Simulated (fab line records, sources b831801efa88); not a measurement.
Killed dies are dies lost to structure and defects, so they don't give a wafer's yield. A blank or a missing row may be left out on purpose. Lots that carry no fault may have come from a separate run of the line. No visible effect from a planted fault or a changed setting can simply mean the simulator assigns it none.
fab line records | flow sky130 | part 1 of 2: steps 1 to 29 of 37
record: lots: 5 wafers: 15 lastDay: 50
route steps=708 shown LOCAL_INTERCONNECT@391 CONTACT@406
lots that met no fault: from a run of the same line without faults
startH: start of the lot's first displayed wafer, in hours after the record's first day | waitH: hours from the lot's prior step to this one | " repeats the value in the row above | L1.1+2: several wafers, shown together as one row | - no value, or no start was given | * or withheld: withheld | < > ~ a bound
route shown NAME@n: names a module that has steps shown in the file, with the first one's number in the route | usual: the fault-free wafers' mean and standard deviation | same: alike in all rows | chamber/n: place in a boat | sites: readings site by site | _std_site: standard deviation of those values | _edge_site: the outer-site mean with the inner-site mean subtracted | radiusMm: for every site, how far away it sits from the centre of the wafer | mask NAME#n: copy n | behind: the most recent tool/chamber to have shaped the wafer | hold: what put the lot on hold/how long, in hours/how the hold closed | device: whichever transistor did not switch (one of n, p or np) | end of line: the tests these same wafers got at the end of their route | a step given without rows: its recipe and nothing more | killed: dies lost to structure and defects at the first sort, not the wafer's yield | map: per-die view of a wafer (x killed, . not killed, _ where there is no die)
set.NAME: the setting that was run; set.NAME@STEP: the one run at that earlier step | model.NAME: the simulator's own value behind a step, which no gauge read
certain route steps with their lots: each step a table, each wafer a row
services: from which hour (startH, from the record's first day; less than 0 if before it) a tool's chamber was out of use, for how many hours, and why
== steps ==
step: SKY_LOCAL_INTERCONNECT_HMDS_04
recipe: primeTimeS: 60 primeTempC: 120
columns lot.wafer tool chamber startH waitH
L080.2+3+4 lithoTrack-01 0 764.45 0.1
L082.1+2+3 lithoTrack-01 0 765.22 0.1
L081.2+3+4 lithoTrack-04 0 766.74 0.1
L087.1+3+5 lithoTrack-01 0 794.27 0.1
L096.1+3+4 lithoTrack-02 0 857.51 0.1
step: SKY_LOCAL_INTERCONNECT_COAT_05
recipe: resist: BARC tempC: withheld timeS: withheld spinRpm: 3000 resistThkNm: 60
columns lot.wafer tool chamber startH waitH
L080.2+3+4 lithoTrack-01 0 764.60 0.1
L082.1+2+3 lithoTrack-01 0 765.37 0.1
L081.2+3+4 lithoTrack-04 0 766.89 0.1
L087.1+3+5 lithoTrack-01 0 794.42 0.1
L096.1+3+4 lithoTrack-02 0 857.66 0.1
step: SKY_LOCAL_INTERCONNECT_COAT_06
recipe: resist: KrF-thick spinRpm: 3057 resistThkNm: 450
columns lot.wafer tool chamber startH waitH
L080.2+3+4 lithoTrack-01 0 - -
L082.1+2+3 lithoTrack-01 0 - -
L081.2+3+4 lithoTrack-04 0 - -
L087.1+3+5 lithoTrack-01 0 - -
L096.1+3+4 lithoTrack-02 0 - -
step: SKY_LOCAL_INTERCONNECT_SOFTBAKE_07
recipe: tempC: 100 timeS: 90 resist: KrF-thick
usual: plateTempC: 100.02/0.13
columns lot.wafer tool chamber startH waitH plateTempC
L080.2 lithoTrack-01 0 - - 99.95
L080.3 " 0 " " 99.75
L080.4 " 0 " " 99.95
L082.1 lithoTrack-01 0 - - 100.00
L082.2 " 0 " " 100.02
L082.3 " 0 " " 100.20
L081.2 lithoTrack-04 0 - - 100.16
L081.3 " 0 " " 100.04
L081.4 " 0 " " 100.09
L087.1 lithoTrack-01 0 - - 100.05
L087.3 " 0 " " 99.92
L087.5 " 0 " " 100.24
L096.1 lithoTrack-02 0 - - 100.08
L096.3 " 0 " " 100.00
L096.4 " 0 " " 100.07
step: SKY_LOCAL_INTERCONNECT_EXPOSE_08
recipe: maskId: LI1M na: 0.8 sourceShape: annular sigmaInner: 0.55 sigmaOuter: 0.85 targetCdNm: 170 doseMj: 28
columns lot.wafer tool chamber startH waitH mask
L080.2+3+4 krfScanner-01 0 - - LI1M#0
L082.1+2+3 krfScanner-01 0 - - LI1M#0
L081.2+3+4 krfScanner-02 0 - - LI1M#0
L087.1+3+5 krfScanner-02 0 - - LI1M#0
L096.1+3+4 krfScanner-02 0 - - LI1M#0
step: SKY_LOCAL_INTERCONNECT_PEB_09
recipe: pebTempC: withheld pebTimeS: withheld resist: KrF-thick
columns lot.wafer tool chamber startH waitH
L080.2+3+4 lithoTrack-01 0 - -
L082.1+2+3 lithoTrack-04 0 - -
L081.2+3+4 lithoTrack-04 0 - -
L087.1+3+5 lithoTrack-01 0 - -
L096.1+3+4 lithoTrack-01 0 - -
step: SKY_LOCAL_INTERCONNECT_DEVELOP_10
recipe: developTimeS: 60 resist: KrF-thick devTempC: 21
columns lot.wafer tool chamber startH waitH
L080.2+3+4 lithoTrack-01 0 - -
L082.1+2+3 lithoTrack-04 0 - -
L081.2+3+4 lithoTrack-04 0 - -
L087.1+3+5 lithoTrack-01 0 - -
L096.1+3+4 lithoTrack-01 0 - -
step: SKY_LOCAL_INTERCONNECT_CD_MEAS_11
recipe: targetCdNm: 170
usual: cdNm: 169.2/1.4
columns lot.wafer tool chamber startH waitH cdNm
L080.2 cdSem-01 - 778.34 - 168.2
L080.3 " - " " 167.9
L080.4 " - " " 167.6
L082.1 cdSem-02 - 778.92 - 170.2
L082.2 " - " " 170.1
L082.3 " - " " 170.0
L081.2 cdSem-01 - 780.54 - 167.3
L081.3 " - " " 169.5
L081.4 " - " " 167.8
L087.1 cdSem-02 - 808.52 - 168.5
L087.3 " - " " 167.2
L087.5 " - " " 167.9
L096.1 cdSem-01 - 870.42 - 172.2
L096.3 " - " " 170.3
L096.4 " - " " 172.2
step: SKY_LOCAL_INTERCONNECT_OVL_MEAS_12
usual: LOCAL_INTERCONNECT_OVL: 1/5.9
columns lot.wafer tool chamber startH waitH LOCAL_INTERCONNECT_OVL[nm]
L080.2 overlay-02 - 778.45 0.1 5
L080.3 " - " " 6
L080.4 " - " " 7
L082.1 overlay-02 - 779.04 0.1 -6
L082.2 " - " " -4
L082.3 " - " " 2
L081.2 overlay-01 - 780.64 0.1 -6
L081.3 " - " " -1
L081.4 " - " " -13
L087.1 overlay-01 - 808.64 0.1 10
L087.3 " - " " 11
L087.5 " - " " 6
L096.1 overlay-02 - 870.54 0.1 1
L096.3 " - " " 4
L096.4 " - " " 11
step: SKY_LOCAL_INTERCONNECT_ETCH_13
recipe: chemistry: N2/H2 target: BARC ionEnergyEv: 200 biasW: 100 pressureMtorr: 30 n2FlowSccm: 100 h2FlowSccm: 200 icpW: 500 stopOn: SiO2 timeS: 45.9 targetDepthA: 600
usual: drypumpMotorCurrentA: 5.8/0.52 heBacksideLeakSccm: 3.28/0.27 n2FlowSccm: 100.0/0.3 oesProductAu: 0.855/0.0052 throttleValvePct: 13.226/0.0081
columns lot.wafer tool chamber startH waitH drypumpMotorCurrentA heBacksideLeakSccm n2FlowSccm oesProductAu rfHoursCounterH throttleValvePct
L080.2 rieMetal-04 1 778.48 0.0 5.2 3.22 100.2 0.846 15 13.228
L080.3 " 0 " " 5.6 3.33 100.3 0.863 - 13.234
L080.4 " 1 " " 5.2 3.11 100.1 0.849 - 13.219
L082.1 rieMetal-01 1 779.07 0.0 6.4 3.65 100.4 0.855 4 13.225
L082.2 " 0 " " 5.5 3.14 100.8 0.852 12 13.243
L082.3 " 1 " " 6.4 3.76 99.8 0.856 - 13.227
L081.2 rieMetal-02 0 780.67 0.0 6.2 3.03 99.3 0.847 17 13.242
L081.3 " 1 " " 6.7 3.24 100.1 0.847 - 13.227
L081.4 " 0 " " 6.2 2.98 99.9 0.859 - 13.232
L087.1 rieMetal-04 0 808.68 0.0 5.6 3.13 100.0 0.860 1 13.248
L087.3 " 1 " " 5.2 3.39 100.1 0.857 - 13.224
L087.5 " 0 " " 5.6 3.25 100.2 0.855 - 13.232
L096.1 rieMetal-01 1 870.58 0.0 6.4 3.43 99.9 0.853 7 13.215
L096.3 " 1 " " 6.4 3.49 99.9 0.851 - 13.218
L096.4 " 0 " " 5.5 3.22 99.6 0.855 - 13.224
step: SKY_LOCAL_INTERCONNECT_METAL_ETCH_14
recipe: targetDepthNm: 110 stopOn: PSG chemistry: Cl2/BCl3 target: TiN resistSidewallDeg: 88 pressureMtorr: 10 icpW: 900 biasW: 48.5 Cl2_flow_sccm: 60 bcl3FlowSccm: 30 timeS: 31.4
usual: drypumpMotorCurrentA: 5.8/0.52 heBacksideLeakSccm: 3.27/0.21 mfcCl2Sccm: 59.98/0.17 oesProductAu: 0.942/0.0078 throttleValvePct: 21.900/0.0097
columns lot.wafer tool chamber startH waitH drypumpMotorCurrentA heBacksideLeakSccm mfcCl2Sccm oesProductAu rfHoursCounterH throttleValvePct
L080.2 rieMetal-04 1 778.54 0.0 5.2 3.31 59.86 0.963 15 21.894
L080.3 " 0 " " 5.6 2.98 59.85 0.944 - 21.894
L080.4 " 1 " " 5.2 3.03 60.07 0.951 - 21.892
L082.1 rieMetal-01 1 779.14 0.0 6.4 3.48 59.88 0.945 4 21.903
L082.2 " 0 " " 5.5 3.13 60.18 0.947 12 21.909
L082.3 " 1 " " 6.4 3.81 59.95 0.948 - 21.907
L081.2 rieMetal-02 0 780.74 0.0 6.2 3.09 59.81 0.935 17 21.901
L081.3 " 1 " " 6.7 3.33 59.83 0.945 - 21.909
L081.4 " 0 " " 6.1 3.08 59.86 0.936 - 21.897
L087.1 rieMetal-04 0 808.74 0.0 5.6 3.11 60.02 0.945 1 21.890
L087.3 " 1 " " 5.2 3.18 60.38 0.936 - 21.914
L087.5 " 0 " " 5.5 3.32 60.04 0.943 - 21.908
L096.1 rieMetal-01 1 870.64 0.0 6.4 3.41 59.92 0.932 8 21.889
L096.3 " 1 " " 6.4 3.61 60.02 0.939 - 21.907
L096.4 " 0 " " 5.4 3.10 59.72 0.928 - 21.909
step: SKY_LOCAL_INTERCONNECT_STRIP_15
recipe: chemistry: O2/N2 powerW: 1400 pressureMtorr: 1500 platenTempC: withheld o2FlowSccm: 3000 n2FlowSccm: 300 overashFraction: 0.5
usual: drypumpMotorCurrentA: 5.8/0.54 n2FlowSccm: 300.1/0.84 oesProductAu: 0.426/0.0043 stripTimeToEndpointS: 4.673/0.021
columns lot.wafer tool chamber startH waitH drypumpMotorCurrentA n2FlowSccm oesProductAu rfHoursCounterH stripTimeToEndpointS
L080.2 plasmaAsher-04 1 778.59 0.0 5.4 299.7 0.425 66 4.660
L080.3 " 0 " " 5.5 300.3 0.417 - 4.678
L080.4 " 1 " " 5.4 300.7 0.427 - 4.663
L082.1 plasmaAsher-04 1 779.19 0.0 5.4 300.2 0.426 66 4.639
L082.2 " 0 " " 5.5 300.3 0.426 66 4.649
L082.3 " 0 " " 5.5 299.1 0.425 - 4.626
L081.2 plasmaAsher-04 0 780.79 0.0 5.5 300.6 0.429 67 4.651
L081.3 " 1 " " 5.4 299.6 0.429 - 4.682
L081.4 " 0 " " 5.5 299.5 0.427 - 4.660
L087.1 plasmaAsher-04 0 808.79 0.0 5.5 300.3 0.422 69 4.684
L087.3 " 1 " " 5.4 300.0 0.428 - 4.687
L087.5 " 0 " " 5.5 301.2 0.428 - 4.664
L096.1 plasmaAsher-04 1 870.69 0.0 5.4 299.7 0.417 77 4.676
L096.3 " 1 " " 5.4 299.6 0.424 - 4.637
L096.4 " 0 " " 5.5 299.8 0.421 - 4.676
step: SKY_LOCAL_INTERCONNECT_STRIP_16
recipe: chemistry: postEtchResidueRemover timeS: 1200 tempC: 72.5
usual: tempC: 72.53/0.11
columns lot.wafer tool chamber startH waitH tempC
L080.2 wetBench-02 0 778.69 0.1 72.58
L080.3 " 0 " " 72.52
L080.4 " 0 " " 72.47
L082.1 wetBench-03 3 779.29 0.1 72.72
L082.2 " 3 " " 72.71
L082.3 " 3 " " 72.69
L081.2 wetBench-02 3 780.89 0.1 72.58
L081.3 " 3 " " 72.63
L081.4 " 3 " " 72.67
L087.1 wetBench-01 3 808.89 0.1 72.38
L087.3 " 3 " " 72.44
L087.5 " 3 " " 72.40
L096.1 wetBench-02 2 870.79 0.1 72.56
L096.3 " 2 " " 72.33
L096.4 " 2 " " 72.61
step: SKY_LOCAL_INTERCONNECT_CLEAN_17
recipe: chemistry: IPA timeS: 180 tempC: 25
usual: tempC: 24.99/0.11
columns lot.wafer tool chamber startH waitH tempC
L080.2 wetBench-01 0 779.07 0.0 24.95
L080.3 " 0 " " 25.05
L080.4 " 0 " " 24.96
L082.1 wetBench-01 0 779.69 0.0 24.75
L082.2 " 0 " " 24.83
L082.3 " 0 " " 24.88
L081.2 wetBench-03 0 781.26 0.0 24.94
L081.3 " 0 " " 24.87
L081.4 " 0 " " 25.01
L087.1 wetBench-03 1 809.23 0.0 24.82
L087.3 " 1 " " 24.87
L087.5 " 1 " " 25.03
L096.1 wetBench-01 1 871.14 0.0 25.01
L096.3 " 1 " " 25.12
L096.4 " 1 " " 24.93
step: SKY_LOCAL_INTERCONNECT_CLEAN_18
recipe: chemistry: O3/DIW dry: n2Spin
columns lot.wafer tool chamber startH waitH
L080.2+3+4 wetBench-01 3 779.13 0.0
L082.1+2+3 wetBench-02 1 779.76 0.0
L081.2+3+4 wetBench-01 0 781.32 0.0
L087.1+3+5 wetBench-02 1 809.29 0.0
L096.1+3+4 wetBench-03 3 871.19 0.0
step: SKY_CONTACT_CVD_00
recipe: material: Si3N4 targetThkNm: 75 tempC: 400 timeS: withheld rfW: 450
usual: heaterPowerOuterW: 427/43 heaterPowerW: 702/59
columns lot.wafer tool chamber startH waitH heaterPowerOuterW heaterPowerW
L080.2 pecvd-01 1 779.23 0.0 435 775
L080.3 " 0 " " 454 750
L080.4 " 1 " " 431 813
L082.1 pecvd-03 0 779.86 0.0 411 654
L082.2 " 2 " " 344 624
L082.3 " 1 " " 401 672
L081.2 pecvd-02 2 781.42 0.0 475 704
L081.3 " 1 " " 469 705
L081.4 " 1 " " 466 712
L087.1 pecvd-02 0 809.38 0.0 413 734
L087.3 " 0 " " 411 724
L087.5 " 2 " " 431 649
L096.1 pecvd-01 0 871.29 0.0 477 766
L096.3 " 1 " " 388 753
L096.4 " 0 " " 474 763
step: SKY_CONTACT_THK_MEAS_01
recipe: reads: Si3N4_of_CONTACT_CVD_00
usual: CONTACT_CVD_00_THK: 75.1/0.89
columns lot.wafer tool chamber startH waitH CONTACT_CVD_00_THK[nm]
L080.2 filmMetro-03 - 779.29 - 74.3
L080.3 " - " " 75.3
L080.4 " - " " 76.6
L082.1 filmMetro-02 - 779.89 - 74.7
L082.2 " - " " 73.1
L082.3 " - " " 74.2
L081.2 filmMetro-01 - 781.47 - 75.4
L081.3 " - " " 74.1
L081.4 " - " " 75.4
L087.1 filmMetro-03 - 809.43 - 73.8
L087.3 " - " " 75.5
L087.5 " - " " 75.4
L096.1 filmMetro-01 - 871.32 - 73.4
L096.3 " - " " 74.5
L096.4 " - " " 74.4
step: SKY_CONTACT_HDPCVD_02
recipe: material: SiO2 targetThkNm: 565 sigmaOpenFrac: 0.3 timeS: 94.2 tempC: 600 sih4FlowSccm: 60 pressureMtorr: 6
usual: sih4FlowSccm: 59.97/0.17
columns lot.wafer tool chamber startH waitH sih4FlowSccm
L080.2 hdpcvd-01 0 779.34 0.0 60.14
L080.3 " 1 " " 59.78
L080.4 " 2 " " 60.09
L082.1 hdpcvd-01 0 779.95 0.1 60.13
L082.2 " 1 " " 59.98
L082.3 " 2 " " 59.91
L081.2 hdpcvd-02 2 781.52 0.0 59.96
L081.3 " 0 " " 60.07
L081.4 " 2 " " 60.17
L087.1 hdpcvd-01 0 809.49 0.1 59.96
L087.3 " 1 " " 59.69
L087.5 " 2 " " 59.97
L096.1 hdpcvd-01 1 871.38 0.1 60.12
L096.3 " 0 " " 60.05
L096.4 " 2 " " 59.77
step: SKY_CONTACT_THK_MEAS_03
recipe: reads: SiO2_of_CONTACT_HDPCVD_02
usual: CONTACT_HDPCVD_THK: 566/6.7
columns lot.wafer tool chamber startH waitH CONTACT_HDPCVD_THK[nm]
L080.2 filmMetro-02 - 779.42 0.0 572
L080.3 " - " " 570
L080.4 " - " " 573
L082.1 filmMetro-01 - 780.02 0.0 576
L082.2 " - " " 581
L082.3 " - " " 569
L081.2 filmMetro-01 - 781.60 0.0 558
L081.3 " - " " 559
L081.4 " - " " 563
L087.1 filmMetro-01 - 809.56 0.0 566
L087.3 " - " " 574
L087.5 " - " " 565
L096.1 filmMetro-03 - 871.45 0.0 569
L096.3 " - " " 560
L096.4 " - " " 566
step: SKY_CONTACT_CMP_04
recipe: material: SiO2 downForcePsi: 4 platenRpm: 60 padVelocityMS: 0.94248
usual: motorCurrentA: 12.1/1.5 timeToEndpointS: 85/4.8
columns lot.wafer tool chamber startH waitH motorCurrentA timeToEndpointS
L080.4 cmp-01 2 779.47 0.0 10.9 85
L080.3 " 0 " " 13.2 80
L080.2 " 1 " " 13.4 81
L082.3 cmp-01 2 780.13 0.1 11.9 89
L082.1 " 3 " " 11.3 93
L082.2 " 0 " " 12.6 85
L081.4 cmp-02 1 781.65 0.0 12.4 90
L081.3 " 2 " " 10.9 85
L081.2 " 0 " " 16.1 80
L087.1 cmp-01 0 809.62 0.1 12.0 81
L087.3 " 2 " " 11.0 92
L087.5 " 0 " " 12.8 80
L096.1 cmp-01 1 871.51 0.1 13.0 82
L096.4 " 3 " " 11.4 89
L096.3 " 0 " " 12.2 77
step: SKY_CONTACT_BOW_MEAS_05
recipe: mode: bow
usual: CONTACT_BOW: 82/7.2
columns lot.wafer tool chamber startH waitH CONTACT_BOW[um]
L080.2 filmMetro-03 - 779.79 0.1 86
L080.3 " - " " 83
L080.4 " - " " 86
L082.1 filmMetro-01 - 780.38 0.1 88
L082.2 " - " " 81
L082.3 " - " " 84
L081.2 filmMetro-03 - 781.97 0.1 82
L081.3 " - " " 73
L081.4 " - " " 73
L087.1 filmMetro-01 - 809.92 0.2 82
L087.3 " - " " 93
L087.5 " - " " 88
L096.1 filmMetro-01 - 871.81 0.2 88
L096.3 " - " " 85
L096.4 " - " " 89
step: SKY_CONTACT_DEHYDRATE_06
recipe: tempC: 200 timeS: 60
usual: plateTempC: 200.01/0.17
columns lot.wafer tool chamber startH waitH plateTempC
L080.2 lithoTrack-01 0 792.10 12.3 199.93
L080.3 " 0 " " 199.59
L080.4 " 0 " " 199.89
L082.1 lithoTrack-03 0 792.62 12.2 199.92
L082.2 " 0 " " 200.19
L082.3 " 0 " " 199.91
L081.2 lithoTrack-02 0 794.64 12.7 200.35
L081.3 " 0 " " 199.99
L081.4 " 0 " " 199.94
L087.1 lithoTrack-01 0 823.02 13.1 199.93
L087.3 " 0 " " 200.05
L087.5 " 0 " " 200.00
L096.1 lithoTrack-03 0 884.62 12.8 200.16
L096.3 " 0 " " 200.29
L096.4 " 0 " " 200.08
step: SKY_CONTACT_HMDS_07
recipe: primeTimeS: 60 primeTempC: 120
columns lot.wafer tool chamber startH waitH
L080.2+3+4 lithoTrack-01 0 792.25 0.1
L082.1+2+3 lithoTrack-03 0 792.77 0.1
L081.2+3+4 lithoTrack-02 0 794.79 0.1
L087.1+3+5 lithoTrack-01 0 823.17 0.1
L096.1+3+4 lithoTrack-03 0 884.77 0.1
step: SKY_CONTACT_COAT_08
recipe: resist: BARC tempC: withheld timeS: withheld spinRpm: 3000 resistThkNm: 60
columns lot.wafer tool chamber startH waitH
L080.2+3+4 lithoTrack-01 0 792.40 0.1
L082.1+2+3 lithoTrack-03 0 792.92 0.1
L081.2+3+4 lithoTrack-02 0 794.94 0.1
L087.1+3+5 lithoTrack-01 0 823.32 0.1
L096.1+3+4 lithoTrack-03 0 884.92 0.1
step: SKY_CONTACT_COAT_09
recipe: resist: KrF-thick spinRpm: 3000 resistThkNm: 450
columns lot.wafer tool chamber startH waitH
L080.2+3+4 lithoTrack-01 0 - -
L082.1+2+3 lithoTrack-03 0 - -
L081.2+3+4 lithoTrack-02 0 - -
L087.1+3+5 lithoTrack-01 0 - -
L096.1+3+4 lithoTrack-03 0 - -
step: SKY_CONTACT_SOFTBAKE_10
recipe: tempC: 99.67 timeS: 90 resist: KrF-thick
usual: plateTempC: 99.67/0.13
columns lot.wafer tool chamber startH waitH plateTempC
L080.2 lithoTrack-01 0 - - 99.50
L080.3 " 0 " " 99.61
L080.4 " 0 " " 99.38
L082.1 lithoTrack-03 0 - - 99.59
L082.2 " 0 " " 99.55
L082.3 " 0 " " 99.55
L081.2 lithoTrack-02 0 - - 99.73
L081.3 " 0 " " 99.78
L081.4 " 0 " " 99.65
L087.1 lithoTrack-01 0 - - 99.85
L087.3 " 0 " " 99.77
L087.5 " 0 " " 99.80
L096.1 lithoTrack-03 0 - - 99.60
L096.3 " 0 " " 99.57
L096.4 " 0 " " 99.64
step: SKY_CONTACT_EXPOSE_11
recipe: maskId: CTM1 na: 0.8 sourceShape: annular sigmaInner: 0.55 sigmaOuter: 0.85 targetCdNm: 170 doseMj: 38
columns lot.wafer tool chamber startH waitH mask
L080.2+3+4 krfScanner-01 0 - - CTM1#0
L082.1+2+3 krfScanner-01 0 - - CTM1#0
L081.2+3+4 krfScanner-01 0 - - CTM1#0
L087.1+3+5 krfScanner-02 0 - - CTM1#0
L096.1+3+4 krfScanner-02 0 - - CTM1#0
step: SKY_CONTACT_PEB_12
recipe: pebTempC: withheld pebTimeS: withheld resist: KrF-thick
columns lot.wafer tool chamber startH waitH
L080.2+3+4 lithoTrack-03 0 - -
L082.1+2+3 lithoTrack-02 0 - -
L081.2+3+4 lithoTrack-03 0 - -
L087.1+3+5 lithoTrack-03 0 - -
L096.1+3+4 lithoTrack-03 0 - -
step: SKY_CONTACT_DEVELOP_13
recipe: developTimeS: 60 resist: KrF-thick devTempC: 21
columns lot.wafer tool chamber startH waitH
L080.2+3+4 lithoTrack-03 0 - -
L082.1+2+3 lithoTrack-02 0 - -
L081.2+3+4 lithoTrack-03 0 - -
L087.1+3+5 lithoTrack-03 0 - -
L096.1+3+4 lithoTrack-03 0 - -
